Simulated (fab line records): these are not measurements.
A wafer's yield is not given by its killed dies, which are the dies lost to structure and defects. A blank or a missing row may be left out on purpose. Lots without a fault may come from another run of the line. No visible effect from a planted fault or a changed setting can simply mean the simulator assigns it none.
The tool behind it: which one? || flow sky130 || 14 lots, 42 wafers sampled, at 5 steps of a route of 708

## WHAT EACH GAUGE READ, for each wafer
SKY_POLY_GATE_OVL_MEAS_14.
{"lot": "L214", "measured": "day 16 10:35", "on": "overlay-01", "POLY_GATE_OVL (nm)": "0 3 -2"}
{"lot": "L215", "measured": "day 16 11:40", "on": "overlay-01", "POLY_GATE_OVL (nm)": "-3 -8 0"}
{"lot": "L216", "measured": "day 16 23:33", "on": "overlay-02", "POLY_GATE_OVL (nm)": "7 -11 -5"}
{"lot": "L217", "measured": "day 17 04:47", "on": "overlay-01", "POLY_GATE_OVL (nm)": "-5 -8 -9"}
{"lot": "L218", "measured": "day 17 14:09", "on": "overlay-01", "POLY_GATE_OVL (nm)": "-13 -4 -11"}
{"lot": "L219", "measured": "day 18 07:57", "on": "overlay-01", "POLY_GATE_OVL (nm)": "-4 1 -1"}
{"lot": "L220", "measured": "day 18 14:20", "on": "overlay-01", "POLY_GATE_OVL (nm)": "-4 -11 -13"}
{"lot": "L221", "measured": "day 19 04:58", "on": "overlay-02", "POLY_GATE_OVL (nm)": "3 -3 3"}
{"lot": "L223", "measured": "day 19 20:32", "on": "overlay-01", "POLY_GATE_OVL (nm)": "0 -4 1"}
{"lot": "L224", "measured": "day 20 09:26", "on": "overlay-01", "POLY_GATE_OVL (nm)": "-1 -1 3"}
{"lot": "L226", "measured": "day 20 18:55", "on": "overlay-02", "POLY_GATE_OVL (nm)": "-6 -3 -10"}
{"lot": "L230", "measured": "day 22 09:40", "on": "overlay-01", "POLY_GATE_OVL (nm)": "-2 -7 -5"}
{"lot": "L231", "measured": "day 22 18:29", "on": "overlay-02", "POLY_GATE_OVL (nm)": "-6 0 -4"}
{"lot": "L237", "measured": "day 25 08:50", "on": "overlay-01", "POLY_GATE_OVL (nm)": "5 -5 -5"}

SKY_RES_XHIGH_TW_MEAS_09.
{"lot": "L214", "measured": "day 26 15:10", "on": "film-metro-04", "RES_XHIGH_TW": "1681 1692 1688"}
{"lot": "L215", "measured": "day 26 17:12", "on": "film-metro-04", "RES_XHIGH_TW": "1681 1694 1681"}
{"lot": "L216", "measured": "day 27 21:08", "on": "film-metro-03", "RES_XHIGH_TW": "1649 1648 1649"}
{"lot": "L217", "measured": "day 27 21:34", "on": "film-metro-02", "RES_XHIGH_TW": "1613 1624 1619"}
{"lot": "L218", "measured": "day 27 21:56", "on": "film-metro-02", "RES_XHIGH_TW": "1624 1631 1617"}
{"lot": "L219", "measured": "day 28 10:11", "on": "film-metro-03", "RES_XHIGH_TW": "1651 1652 1655"}
{"lot": "L220", "measured": "day 28 17:55", "on": "film-metro-04", "RES_XHIGH_TW": "1672 1668 1674"}
{"lot": "L221", "measured": "day 29 07:32", "on": "film-metro-02", "RES_XHIGH_TW": "1633 1630 1639"}
{"lot": "L223", "measured": "day 30 00:16", "on": "film-metro-02", "RES_XHIGH_TW": "1640 1631 1635"}
{"lot": "L224", "measured": "day 30 12:29", "on": "film-metro-03", "RES_XHIGH_TW": "1657 1650 1651"}
{"lot": "L226", "measured": "day 30 17:44", "on": "film-metro-04", "RES_XHIGH_TW": "1678 1681 1676"}
{"lot": "L230", "measured": "day 32 10:02", "on": "film-metro-03", "RES_XHIGH_TW": "30 30 30"}
{"lot": "L231", "measured": "day 32 15:19", "on": "film-metro-04", "RES_XHIGH_TW": "31 31 31"}
{"lot": "L237", "measured": "day 34 23:59", "on": "film-metro-04", "RES_XHIGH_TW": "1682 1692 1689"}

SKY_SD_N_OVL_MEAS_08.
{"lot": "L214", "measured": "day 27 20:32", "on": "overlay-02", "SD_N_OVL (nm)": "0.5 0.4 0.1"}
{"lot": "L215", "measured": "day 27 22:33", "on": "overlay-02", "SD_N_OVL (nm)": "-0.2 0.3 1.3"}
{"lot": "L216", "measured": "day 29 01:58", "on": "overlay-02", "SD_N_OVL (nm)": "-1.9 -0.1 0.5"}
{"lot": "L217", "measured": "day 29 02:05", "on": "overlay-01", "SD_N_OVL (nm)": "-1.9 -4.3 -0.8"}
{"lot": "L218", "measured": "day 29 02:44", "on": "overlay-02", "SD_N_OVL (nm)": "0.7 0.5 -0.8"}
{"lot": "L219", "measured": "day 29 15:16", "on": "overlay-02", "SD_N_OVL (nm)": "-2.7 0.9 0.9"}
{"lot": "L220", "measured": "day 29 22:43", "on": "overlay-01", "SD_N_OVL (nm)": "-3.3 -4.5 -4.6"}
{"lot": "L221", "measured": "day 30 12:28", "on": "overlay-01", "SD_N_OVL (nm)": "-0.3 -0.3 1.6"}
{"lot": "L223", "measured": "day 31 04:47", "on": "overlay-01", "SD_N_OVL (nm)": "-2.5 -2.6 0.6"}
{"lot": "L224", "measured": "day 31 16:12", "on": "overlay-01", "SD_N_OVL (nm)": "-1.2 -3.2 -0.5"}
{"lot": "L226", "measured": "day 31 22:07", "on": "overlay-02", "SD_N_OVL (nm)": "-1.0 -0.2 -2.2"}
{"lot": "L230", "measured": "day 33 11:44", "on": "overlay-02", "SD_N_OVL (nm)": "1.5 1.5 -0.8"}
{"lot": "L231", "measured": "day 33 18:01", "on": "overlay-02", "SD_N_OVL (nm)": "0.2 -1.6 -2.0"}
{"lot": "L237", "measured": "day 36 02:06", "on": "overlay-01", "SD_N_OVL (nm)": "-3.6 -2.6 -2.6"}

## WHAT TOOL EACH LOT RAN ON (gives the tool, then ch and the chambers of the sampled wafers, and finally the start)
{"lot": "L214", "SKY_LDD_HVN_STRIP_09": "plasma-asher-04 ch 0,1, day 20 08:54", "SKY_RES_XHIGH_DEVELOP_06": "litho-track-02 ch 0, day 26 14:46"}
{"lot": "L215", "SKY_LDD_HVN_STRIP_09": "plasma-asher-04 ch 0,1, day 20 09:11", "SKY_RES_XHIGH_DEVELOP_06": "litho-track-01 ch 0, day 26 16:50"}
{"lot": "L216", "SKY_LDD_HVN_STRIP_09": "plasma-asher-02 ch 0,1, day 20 20:50", "SKY_RES_XHIGH_DEVELOP_06": "litho-track-02 ch 0, day 27 20:46"}
{"lot": "L217", "SKY_LDD_HVN_STRIP_09": "plasma-asher-03 ch 0,1, day 21 01:51", "SKY_RES_XHIGH_DEVELOP_06": "litho-track-04 ch 0, day 27 21:10"}
{"lot": "L218", "SKY_LDD_HVN_STRIP_09": "plasma-asher-03 ch 0,1, day 21 13:30", "SKY_RES_XHIGH_DEVELOP_06": "litho-track-01 ch 0, day 27 21:32"}
{"lot": "L219", "SKY_LDD_HVN_STRIP_09": "plasma-asher-02 ch 0,1, day 22 06:44", "SKY_RES_XHIGH_DEVELOP_06": "litho-track-01 ch 0, day 28 09:49"}
{"lot": "L220", "SKY_LDD_HVN_STRIP_09": "plasma-asher-02 ch 0,1, day 22 12:39", "SKY_RES_XHIGH_DEVELOP_06": "litho-track-04 ch 0, day 28 17:31"}
{"lot": "L221", "SKY_LDD_HVN_STRIP_09": "plasma-asher-04 ch 0,1, day 23 04:26", "SKY_RES_XHIGH_DEVELOP_06": "litho-track-02 ch 0, day 29 07:10"}
{"lot": "L223", "SKY_LDD_HVN_STRIP_09": "plasma-asher-02 ch 0,1, day 23 20:32", "SKY_RES_XHIGH_DEVELOP_06": "litho-track-04 ch 0, day 29 23:52"}
{"lot": "L224", "SKY_LDD_HVN_STRIP_09": "plasma-asher-03 ch 0,1, day 24 08:03", "SKY_RES_XHIGH_DEVELOP_06": "litho-track-01 ch 0, day 30 12:05"}
{"lot": "L226", "SKY_LDD_HVN_STRIP_09": "plasma-asher-04 ch 0,1, day 24 14:25", "SKY_RES_XHIGH_DEVELOP_06": "litho-track-01 ch 0, day 30 17:22"}
{"lot": "L230", "SKY_LDD_HVN_STRIP_09": "plasma-asher-03 ch 0,1, day 26 06:14", "SKY_RES_XHIGH_DEVELOP_06": "litho-track-01, day 32 09:40"}
{"lot": "L231", "SKY_LDD_HVN_STRIP_09": "plasma-asher-02 ch 0,1, day 26 13:08", "SKY_RES_XHIGH_DEVELOP_06": "litho-track-02, day 32 14:55"}
{"lot": "L237", "SKY_LDD_HVN_STRIP_09": "plasma-asher-03 ch 0,1, day 29 03:47", "SKY_RES_XHIGH_DEVELOP_06": "litho-track-01 ch 0, day 34 23:35"}
- SKY_LDD_HVN_STRIP_09: strips in O2/N2.
- SKY_RES_XHIGH_DEVELOP_06: develop time 60 s.

## AS READ BY THE TOOLS THEMSELVES (means over the sampled wafers that have a number; for cases with no such wafer, the mark the record gives instead)
SKY_LDD_HVN_STRIP_09.
{"lot": "L214", "tool": "plasma-asher-04", "chamber-pressure-mTorr (mTorr)": 1499.2, "drypump-motor-current-A (A)": 5.72, "oes-product-au (a.u.)": 0.410, "strip-time-to-endpoint-s (s)": 4.155}
{"lot": "L215", "tool": "plasma-asher-04", "chamber-pressure-mTorr (mTorr)": 1499.8, "drypump-motor-current-A (A)": 5.73, "oes-product-au (a.u.)": 0.412, "strip-time-to-endpoint-s (s)": 4.140}
{"lot": "L216", "tool": "plasma-asher-02", "chamber-pressure-mTorr (mTorr)": 1500.6, "drypump-motor-current-A (A)": 5.52, "oes-product-au (a.u.)": 0.407, "strip-time-to-endpoint-s (s)": 4.136}
{"lot": "L217", "tool": "plasma-asher-03", "chamber-pressure-mTorr (mTorr)": 1499.2, "drypump-motor-current-A (A)": 5.67, "oes-product-au (a.u.)": 0.409, "strip-time-to-endpoint-s (s)": 4.117}
{"lot": "L218", "tool": "plasma-asher-03", "chamber-pressure-mTorr (mTorr)": 1500.6, "drypump-motor-current-A (A)": 5.68, "oes-product-au (a.u.)": 0.403, "strip-time-to-endpoint-s (s)": 4.138}
{"lot": "L219", "tool": "plasma-asher-02", "chamber-pressure-mTorr (mTorr)": 1501.7, "drypump-motor-current-A (A)": 5.53, "oes-product-au (a.u.)": 0.406, "strip-time-to-endpoint-s (s)": 4.129}
{"lot": "L220", "tool": "plasma-asher-02", "chamber-pressure-mTorr (mTorr)": 1500.0, "drypump-motor-current-A (A)": 5.52, "oes-product-au (a.u.)": 0.409, "strip-time-to-endpoint-s (s)": 4.138}
{"lot": "L221", "tool": "plasma-asher-04", "chamber-pressure-mTorr (mTorr)": 1499.3, "drypump-motor-current-A (A)": 5.61, "oes-product-au (a.u.)": 0.409, "strip-time-to-endpoint-s (s)": 4.135}
{"lot": "L223", "tool": "plasma-asher-02", "chamber-pressure-mTorr (mTorr)": 1499.5, "drypump-motor-current-A (A)": 5.82, "oes-product-au (a.u.)": 0.409, "strip-time-to-endpoint-s (s)": 4.137}
{"lot": "L224", "tool": "plasma-asher-03", "chamber-pressure-mTorr (mTorr)": 1500.6, "drypump-motor-current-A (A)": 5.67, "oes-product-au (a.u.)": 0.407, "strip-time-to-endpoint-s (s)": 4.148}
{"lot": "L226", "tool": "plasma-asher-04", "chamber-pressure-mTorr (mTorr)": 1500.0, "drypump-motor-current-A (A)": 5.62, "oes-product-au (a.u.)": 0.407, "strip-time-to-endpoint-s (s)": 4.135}
{"lot": "L230", "tool": "plasma-asher-03", "chamber-pressure-mTorr (mTorr)": 1500.2, "drypump-motor-current-A (A)": 5.69, "oes-product-au (a.u.)": 0.406, "strip-time-to-endpoint-s (s)": 4.150}
{"lot": "L231", "tool": "plasma-asher-02", "chamber-pressure-mTorr (mTorr)": 1499.0, "drypump-motor-current-A (A)": 5.81, "oes-product-au (a.u.)": 0.408, "strip-time-to-endpoint-s (s)": 4.146}
{"lot": "L237", "tool": "plasma-asher-03", "chamber-pressure-mTorr (mTorr)": 1500.0, "drypump-motor-current-A (A)": 5.68, "oes-product-au (a.u.)": 0.406, "strip-time-to-endpoint-s (s)": 4.160}

SKY_RES_XHIGH_DEVELOP_06.
{"lot": "L214", "tool": "litho-track-02", "chill-plate-temp-C (C)": 23.00}
{"lot": "L215", "tool": "litho-track-01", "chill-plate-temp-C (C)": 22.96}
{"lot": "L216", "tool": "litho-track-02", "chill-plate-temp-C (C)": 22.99}
{"lot": "L217", "tool": "litho-track-04", "chill-plate-temp-C (C)": 23.04}
{"lot": "L218", "tool": "litho-track-01", "chill-plate-temp-C (C)": 22.98}
{"lot": "L219", "tool": "litho-track-01", "chill-plate-temp-C (C)": 22.98}
{"lot": "L220", "tool": "litho-track-04", "chill-plate-temp-C (C)": 22.95}
{"lot": "L221", "tool": "litho-track-02", "chill-plate-temp-C (C)": 23.06}
{"lot": "L223", "tool": "litho-track-04", "chill-plate-temp-C (C)": 22.98}
{"lot": "L224", "tool": "litho-track-01", "chill-plate-temp-C (C)": 23.08}
{"lot": "L226", "tool": "litho-track-01", "chill-plate-temp-C (C)": 23.00}
{"lot": "L230", "tool": "litho-track-01", "chill-plate-temp-C (C)": "-"}
{"lot": "L231", "tool": "litho-track-02", "chill-plate-temp-C (C)": "-"}
{"lot": "L237", "tool": "litho-track-01", "chill-plate-temp-C (C)": 22.96}

## THE ANSWER, worked out from the rows above alone
Rule: the lots themselves supply what counts as usual. Put in order of their means at a reading, lots are off if they are a third of the lots or fewer, leave a main group of 4 or more, and stand apart from it by a gap of 3 or more times the standard deviation of the main group's means; of several such gaps the widest counts. If all means in a main group match to the digits the tables above print for the reading, that group is not used. A lot without any number at a reading at which 4 lots or more have one is off too. Any other lot the step has rows for is counted as sound. First the gauges in route order, then the tools' own readings, where a lot's mean is used as printed above. The first step at which some lot is off is used, and at that step the reading that is off furthest; a lot without a number counts as furthest.
Off: at SKY_RES_XHIGH_TW_MEAS_09 (RES_XHIGH_TW), L230, L231. Mean 1656 and standard deviation 24 in the main group.
If a tool, at a process step before that reading, ran all the lots that are off and no sound lot after the first of them, it fits. Not tried: the gauges at SKY_RES_XHIGH_TW_MEAS_09; whatever is off there is also off at SKY_RES_XHIGH_DEVELOP_06, on other tools, and gauge error can't account for it. No candidate that was tried fits.

## WHAT THE SIMULATOR PUT IN
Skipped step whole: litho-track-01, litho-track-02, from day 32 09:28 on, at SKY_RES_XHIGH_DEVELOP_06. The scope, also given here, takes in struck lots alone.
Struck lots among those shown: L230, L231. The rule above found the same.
